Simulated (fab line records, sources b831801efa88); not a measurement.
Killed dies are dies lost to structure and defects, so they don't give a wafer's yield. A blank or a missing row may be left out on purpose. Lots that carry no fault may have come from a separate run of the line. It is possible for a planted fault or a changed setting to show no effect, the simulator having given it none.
fab line records ; flow sfq_line
[record] lots = 7; wafers = 21; last_day = 94
route steps=325 shown M3@132 I3@133
lots that met no fault: taken from a fault-free run of the same line
start_h: hours from the record's first day to the start of the lot's first wafer shown ; wait_h: how many hours have passed since the lot's step before this one ; " same as the row above ; L1.1+2: a single row standing in for several wafers ; - value missing, or start not given ; * or withheld: withheld ; < > ~ a bound
route shown NAME@n: NAME is a module with steps in the file, n the number in the route of the first one ; usual: the fault-free wafers' mean and standard deviation ; same: alike in all rows ; chamber/n: place in a boat ; sites: each site's reading ; _std_site: the values' standard deviation ; _edge_site: outer sites' mean less inner sites' ; radius_mm: for every site, how far away it sits from the centre of the wafer ; mask NAME#n: copy n ; behind: the last tool/chamber to shape the wafer ; hold: the reason the lot was held/the length of the hold in hours/how it ended ; device: names the non-switching transistor (n, p or np) ; end of line: tests of these same wafers at the route's end ; step lacking rows: just its recipe ; killed: at the first sort, the dies lost to defects and structure; wafer yield is something else ; map: the dies of a wafer, with x for killed, . for not killed, _ for no die there
set.NAME: the run value of the setting; set.NAME@STEP: its run value at that earlier step ; model.NAME: the simulator's own value behind a step, which no gauge read
certain route steps with their lots: each step a table, each wafer a row
services: a tool's chamber out of use, with start hour (start_h, from the record's first day; less than 0 if before it), hours out, and reason
[[steps]]
[step SFQ_TRILAYER_M3_STRIP_SOLV_CLEAN_080]
[recipe] chemistry = NMP; temp_c = 70; time_s = 600
[step SFQ_TRILAYER_I3_DEP_PECVD_081]
[recipe] material = SiO2; temp_c = 150; time_s = 111.11; pressure_torr = 2.4; rf_w = 183.3; precursor = SiH4/N2O; target_thk_nm = 500
[usual] heater_power_w = 90/11; throttle_valve_pct = 24.6/1.4
lot.wafer;tool;chamber;start_h;wait_h;heater_power_w;throttle_valve_pct
L946.2;pecvd-02;2;875.40;0.0;96;25.0
L946.5;pecvd-02;2;875.40;0.0;97;25.0
L946.6;pecvd-02;0;875.40;0.0;99;23.1
L948.4;pecvd-03;0;897.17;0.0;99;28.0
L948.5;pecvd-03;2;897.17;0.0;79;25.3
L948.6;pecvd-03;1;897.17;0.0;89;25.5
L958.1;pecvd-03;0;993.79;0.0;103;28.2
L958.3;pecvd-03;2;993.79;0.0;86;25.3
L958.6;pecvd-03;0;993.79;0.0;104;28.2
L959.3;pecvd-02;0;1005.38;0.0;89;23.1
L959.4;pecvd-02;1;1005.38;0.0;94;23.6
L959.5;pecvd-02;2;1005.38;0.0;97;25.7
L960.1;pecvd-02;0;1006.99;0.0;96;23.4
L960.2;pecvd-02;2;1006.99;0.0;100;25.5
L960.3;pecvd-02;1;1006.99;0.0;102;23.5
L962.1;pecvd-01;1;1023.79;0.0;66;24.5
L962.5;pecvd-01;0;1023.79;0.0;69;23.8
L962.6;pecvd-01;2;1023.79;0.0;78;24.4
L963.1;pecvd-02;2;1032.19;0.0;103;25.6
L963.4;pecvd-02;1;1032.19;0.0;86;23.6
L963.6;pecvd-02;0;1032.19;0.0;103;23.5
[step SFQ_TRILAYER_I3_CMP_CMP_082]
[recipe] material = SiO2; down_force_psi = 3; platen_rpm = 60; pad_velocity_m_s = 0.94248
[usual] motor_current_A = 10.2/0.78; slurry_filter_dp_kPa = 13.50/0.14; time_to_endpoint_s = 210/9.5
lot.wafer;tool;chamber;start_h;wait_h;motor_current_A;slurry_filter_dp_kPa;time_to_endpoint_s
L946.2;cmp-01;1;876.98;1.5;10.0;13.50;206
L946.6;cmp-01;2;876.98;1.5;10.8;13.41;220
L946.5;cmp-01;3;876.98;1.5;9.1;13.76;219
L948.4;cmp-01;3;904.06;6.8;9.5;13.50;208
L948.5;cmp-01;0;904.06;6.8;10.5;13.52;224
L948.6;cmp-01;1;904.06;6.8;10.1;13.47;217
L958.3;cmp-02;3;1001.78;8.0;10.3;13.65;197
L958.1;cmp-02;2;1003.28;9.5;9.2;13.87;218
L958.6;cmp-02;0;1004.28;10.4;10.8;13.56;204
L959.3;cmp-01;3;1015.10;9.7;9.4;13.58;203
L959.4;cmp-01;0;1015.10;9.7;11.3;13.40;214
L959.5;cmp-01;3;1017.10;11.6;9.3;13.41;209
L960.1;cmp-02;1;1019.78;12.8;9.3;13.33;199
L960.3;cmp-02;2;1019.78;12.8;9.5;13.68;209
L960.2;cmp-02;3;1019.78;12.8;10.1;13.59;201
L962.1;cmp-02;3;1039.28;15.5;10.8;13.68;204
L962.6;cmp-02;0;1039.28;15.5;11.4;13.44;209
L962.5;cmp-02;1;1039.28;15.5;9.2;13.39;221
L963.1;cmp-01;1;1045.60;13.4;10.0;13.40;195
L963.4;cmp-01;3;1046.60;14.3;9.3;13.67;210
L963.6;cmp-01;0;1046.60;14.3;11.4;13.55;213
[step SFQ_I3_BOW_MEAS_922]
[recipe] mode = bow
[usual] I3_BOW = 4/9.1
lot.wafer;tool;chamber;start_h;wait_h;I3_BOW[um]
L946.2;film_metro-01;-;878.50;1.0;-3
L946.5;film_metro-01;-;878.50;1.0;-7
L946.6;film_metro-01;-;878.50;1.0;-18
L948.4;film_metro-03;-;905.62;1.1;11
L948.5;film_metro-03;-;905.62;1.1;12
L948.6;film_metro-03;-;905.62;1.1;16
L958.1;film_metro-03;-;1004.78;1.0;2
L958.3;film_metro-03;-;1004.78;1.0;9
L958.6;film_metro-03;-;1004.78;1.0;2
L959.3;film_metro-02;-;1018.14;2.5;-7
L959.4;film_metro-02;-;1018.14;2.5;9
L959.5;film_metro-02;-;1018.14;2.5;-9
L960.1;film_metro-02;-;1022.78;2.5;14
L960.2;film_metro-02;-;1022.78;2.5;4
L960.3;film_metro-02;-;1022.78;2.5;8
L962.1;film_metro-02;-;1040.78;1.0;4
L962.5;film_metro-02;-;1040.78;1.0;14
L962.6;film_metro-02;-;1040.78;1.0;18
L963.1;film_metro-02;-;1048.10;2.0;15
L963.4;film_metro-02;-;1048.10;2.0;22
L963.6;film_metro-02;-;1048.10;2.0;15
[step SFQ_TRILAYER_I3_METRO_MEASURE_083]
[usual] thk_nm = 198.9/1.3
lot.wafer;tool;chamber;start_h;wait_h;thk_nm
L946.2;film_metro-01;-;878.80;0.3;199.9
L946.5;film_metro-01;-;878.80;0.3;199.1
L946.6;film_metro-01;-;878.80;0.3;199.6
L948.4;film_metro-03;-;906.28;0.6;199.1
L948.5;film_metro-03;-;906.28;0.6;201.4
L948.6;film_metro-03;-;906.28;0.6;199.1
L958.1;film_metro-03;-;1004.90;0.1;199.1
L958.3;film_metro-03;-;1004.90;0.1;198.4
L958.6;film_metro-03;-;1004.90;0.1;196.2
L959.3;film_metro-02;-;1018.62;0.5;198.3
L959.4;film_metro-02;-;1018.62;0.5;199.1
L959.5;film_metro-02;-;1018.62;0.5;197.7
L960.1;film_metro-02;-;1022.90;0.1;199.3
L960.2;film_metro-02;-;1022.90;0.1;199.8
L960.3;film_metro-02;-;1022.90;0.1;199.0
L962.1;film_metro-02;-;1040.90;0.1;198.5
L962.5;film_metro-02;-;1040.90;0.1;198.8
L962.6;film_metro-02;-;1040.90;0.1;196.6
L963.1;film_metro-02;-;1048.22;0.1;198.3
L963.4;film_metro-02;-;1048.22;0.1;198.3
L963.6;film_metro-02;-;1048.22;0.1;198.9
[step SFQ_TRILAYER_I3_VIA_LITHO_COAT_090]
[recipe] resist = BARC; spin_rpm = 3000; resist_thk_nm = 62
[step SFQ_TRILAYER_I3_VIA_LITHO_COAT_085]
[recipe] resist = KrF; spin_rpm = 3000; resist_thk_nm = 650
[step SFQ_TRILAYER_I3_VIA_LITHO_SOFTBAKE_089]
[recipe] temp_c = withheld; time_s = withheld; resist = KrF
[step SFQ_TRILAYER_I3_VIA_LITHO_EXPOSE_086]
[recipe] mask_id = I3; na = 0.6; source_shape = conventional; sigma_outer = 0.65; target_cd_nm = 500; dose_mj = 21.3
[step SFQ_TRILAYER_I3_VIA_LITHO_PEB_088]
[recipe] peb_temp_c = 115; peb_time_s = 60; resist = KrF
[step SFQ_TRILAYER_I3_VIA_LITHO_DEVELOP_087]
[recipe] time_s = 60; resist = KrF
[step SFQ_I3_OVL_MEAS_923]
[usual] I3_OVL = 0/5.5
lot.wafer;tool;chamber;start_h;wait_h;I3_OVL[nm]
L946.2;overlay-02;-;1020.40;0.1;-7
L946.5;overlay-02;-;1020.40;0.1;-5
L946.6;overlay-02;-;1020.40;0.1;-3
L948.4;overlay-01;-;1049.34;0.1;-4
L948.5;overlay-01;-;1049.34;0.1;3
L948.6;overlay-01;-;1049.34;0.1;0
L958.1;overlay-01;-;1143.52;0.1;5
L958.3;overlay-01;-;1143.52;0.1;11
L958.6;overlay-01;-;1143.52;0.1;6
L959.3;overlay-02;-;1155.53;0.1;4
L959.4;overlay-02;-;1155.53;0.1;5
L959.5;overlay-02;-;1155.53;0.1;4
L960.1;overlay-01;-;1159.12;0.1;8
L960.2;overlay-01;-;1159.12;0.1;10
L960.3;overlay-01;-;1159.12;0.1;7
L962.1;overlay-01;-;1175.92;0.1;5
L962.5;overlay-01;-;1175.92;0.1;6
L962.6;overlay-01;-;1175.92;0.1;0
L963.1;overlay-02;-;1187.92;0.1;4
L963.4;overlay-02;-;1187.92;0.1;6
L963.6;overlay-02;-;1187.92;0.1;6
[step SFQ_TRILAYER_I3_VIA_BARC_OPEN_VIA_ETCH_121]
[recipe] mask_material = PR; chemistry = O2; target_depth_nm = 125; target = BARC; source_w = 500; bias_w = 80; pressure_mtorr = 30; time_s = 41.7
[usual] drypump_motor_current_A = 5.6/0.45; oes_product_au = 0.685/0.0046
lot.wafer;tool;chamber;start_h;wait_h;drypump_motor_current_A;oes_product_au;rf_hours_counter_h;model.KrF_of_TRILAYER_I3_VIA_LITHO_COAT_085.thk_nm
L946.2;rie_diel-04;2;1020.43;0.0;5.5;0.682;6;573.6
L946.5;rie_diel-04;3;1020.43;0.0;6.3;0.684;-;571.2
L946.6;rie_diel-04;0;1020.43;0.0;5.0;0.697;-;570.8
L948.4;rie_diel-01;3;1049.36;0.0;5.6;0.685;7;574.1
L948.5;rie_diel-01;2;1049.36;0.0;4.8;0.682;-;575.1
L948.6;rie_diel-01;3;1049.36;0.0;5.6;0.691;-;574.2
L958.1;rie_diel-04;0;1143.56;0.0;5.0;0.682;2;569.1
L958.3;rie_diel-04;1;1143.56;0.0;5.6;0.689;4;590.1
L958.6;rie_diel-04;0;1143.56;0.0;5.0;0.678;-;571.1
L959.3;rie_diel-04;0;1155.56;0.0;5.0;0.680;2;589.4
L959.4;rie_diel-04;1;1155.56;0.0;5.6;0.689;4;572.9
L959.5;rie_diel-04;0;1155.56;0.0;5.0;0.685;-;590.2
L960.1;rie_diel-04;3;1159.16;0.0;6.3;0.693;3;571
L960.2;rie_diel-04;0;1159.16;0.0;5.0;0.680;2;574.1
L960.3;rie_diel-04;1;1159.16;0.0;5.6;0.690;4;591.1
L962.1;rie_diel-03;1;1175.96;0.0;5.8;0.684;8;575
L962.5;rie_diel-03;0;1175.96;0.0;6.2;0.687;-;572.2
L962.6;rie_diel-03;3;1175.96;0.0;5.0;0.692;-;574.8
L963.1;rie_diel-01;1;1187.96;0.0;5.2;0.682;9;573.3
L963.4;rie_diel-01;2;1187.96;0.0;4.8;0.680;12;573.8
L963.6;rie_diel-01;1;1187.96;0.0;5.2;0.682;-;572.7
[step SFQ_TRILAYER_I3_VIA_ETCH_VIA_ETCH_088]
[recipe] target = SiO2; stop_on = Nb; mask_material = PR; taper_deg = 20; chemistry = CHF3; target_depth_nm = 260; source_w = 500; bias_w = 80; pressure_mtorr = 30; time_s = withheld
[usual] drypump_motor_current_A = 5.6/0.45; oes_product_au = 0.852/0.0053
lot.wafer;tool;chamber;start_h;wait_h;drypump_motor_current_A;oes_product_au;model.KrF_of_TRILAYER_I3_VIA_LITHO_COAT_085.thk_nm
L946.2;rie_diel-04;2;1020.47;0.0;5.5;0.856;527.8
L946.5;rie_diel-04;3;1020.47;0.0;6.3;0.856;526
L946.6;rie_diel-04;0;1020.47;0.0;5.0;0.856;526.1
L948.4;rie_diel-01;3;1049.40;0.0;5.6;0.854;528.2
L948.5;rie_diel-01;2;1049.40;0.0;4.8;0.845;531
L948.6;rie_diel-01;3;1049.40;0.0;5.7;0.857;528.4
L958.1;rie_diel-04;0;1143.60;0.0;5.0;0.853;523.7
L958.3;rie_diel-04;1;1143.60;0.0;5.6;0.863;545.2
L958.6;rie_diel-04;0;1143.60;0.0;5.0;0.846;525.6
L959.3;rie_diel-04;0;1155.60;0.0;5.0;0.854;543.7
L959.4;rie_diel-04;1;1155.60;0.0;5.7;0.851;528.3
L959.5;rie_diel-04;0;1155.60;0.0;5.0;0.849;544.5
L960.1;rie_diel-04;3;1159.20;0.0;6.3;0.850;525
L960.2;rie_diel-04;0;1159.20;0.0;5.0;0.853;527.9
L960.3;rie_diel-04;1;1159.20;0.0;5.6;0.850;546.4
L962.1;rie_diel-03;1;1176.00;0.0;5.8;0.853;530.8
L962.5;rie_diel-03;0;1176.00;0.0;6.2;0.860;526.4
L962.6;rie_diel-03;3;1176.00;0.0;5.0;0.851;529.6
L963.1;rie_diel-01;1;1188.00;0.0;5.2;0.847;528.2
L963.4;rie_diel-01;2;1188.00;0.0;4.8;0.858;530
L963.6;rie_diel-01;1;1188.00;0.0;5.2;0.851;528
[step SFQ_TRILAYER_I3_VIA_STRIP_STRIP_089]
[recipe] gas = O2; power_w = 200; platen_temp_c = 40; overash_fraction = 0.65; chemistry = O2; pressure_mtorr = 50
[usual] drypump_motor_current_A = 5.9/0.48; oes_product_au = 1.004/0.016
lot.wafer;tool;chamber;start_h;wait_h;drypump_motor_current_A;oes_product_au;rf_hours_counter_h
L946.2;rie_metal-02;1;1020.58;-;5.9;1.020;0
L946.5;rie_metal-02;1;1020.58;-;5.9;1.020;-
L946.6;rie_metal-02;0;1020.58;-;6.3;0.990;-
L948.4;rie_metal-04;0;1049.71;-;6.2;0.994;-
L948.5;rie_metal-04;0;1049.71;-;6.2;1.003;-
L948.6;rie_metal-04;1;1049.71;-;5.7;1.036;-
L958.1;rie_metal-02;1;1143.71;-;5.9;1.014;17
L958.3;rie_metal-02;1;1143.71;-;5.9;1.016;-
L958.6;rie_metal-02;0;1143.71;-;6.3;0.990;-
L959.3;rie_metal-04;1;1155.91;-;5.6;1.031;-
L959.4;rie_metal-04;0;1155.91;-;6.2;0.990;-
L959.5;rie_metal-04;1;1155.91;-;5.7;1.027;-
L960.1;rie_metal-03;0;1159.31;-;5.1;0.970;10
L960.2;rie_metal-03;1;1159.31;-;6.6;1.006;33
L960.3;rie_metal-03;0;1159.31;-;5.1;0.971;-
L962.1;rie_metal-04;0;1176.11;-;6.2;0.997;116
L962.5;rie_metal-04;0;1176.11;-;6.1;0.983;-
L962.6;rie_metal-04;1;1176.11;-;5.7;1.011;-
L963.1;rie_metal-03;0;1188.11;-;5.1;0.991;13
L963.4;rie_metal-03;0;1188.11;-;5.1;0.978;-
L963.6;rie_metal-03;1;1188.11;-;6.5;1.003;-
[[services]]
tool;chamber;start_h;hours;kind
rie_diel-04;2;852.61;2.4;repair
rie_diel-04;3;857.43;3.9;repair
rie_diel-01;1;874.04;3.9;repair
film_metro-02;-;916.81;0.6;pm
pecvd-02;-;923.29;0.7;repair
film_metro-02;-;926.05;0.5;pm
cmp-01;-;931.30;3.8;repair
cmp-01;-;942.54;28.9;repair
pecvd-02;-;946.34;2.8;pm
film_metro-02;-;960.72;0.5;pm
rie_diel-04;-;964.58;2.8;pm
cmp-01;-;971.41;5.5;pm
film_metro-02;-;972.04;1.5;pm
rie_diel-04;3;977.23;6.2;repair
rie_diel-04;0;978.36;6.9;repair
cmp-01;-;979.81;1.5;repair
rie_diel-01;0;981.06;13.2;repair
cmp-01;-;989.85;1.3;repair
rie_diel-04;3;999.10;2.4;repair
rie_diel-04;1;1020.29;8.2;repair
pecvd-02;-;1036.83;14.6;pm
pecvd-02;-;1058.55;1.1;repair
rie_diel-01;3;1078.27;6.4;repair
rie_diel-04;3;1168.19;13.5;repair
[[key]]
first_sign none at tools or gauges
[model_effect] step = SFQ_TRILAYER_I3_VIA_BARC_OPEN_VIA_ETCH_121; value = KrF_of_TRILAYER_I3_VIA_LITHO_COAT_085.thk_nm; without = 573.2; struck = 590.2
[model_effect] step = SFQ_TRILAYER_I3_VIA_ETCH_VIA_ETCH_088; value = KrF_of_TRILAYER_I3_VIA_LITHO_COAT_085.thk_nm; without = 528; struck = 545
met_at SFQ_TRILAYER_I3_VIA_BARC_OPEN_VIA_ETCH_121
struck_wafers L958.3,L959.3,L959.5,L960.3
onset_between 1020.43 1143.56
[fault] kind = process_parameter_drift; tool = rie_diel-04; chamber = -; onset_h = 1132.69; steps = SFQ_TRILAYER_I3_VIA_BARC_OPEN_VIA_ETCH_121; channel = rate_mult; offset = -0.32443; shape = step; end_h = 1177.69; scope = struck_wafers_only
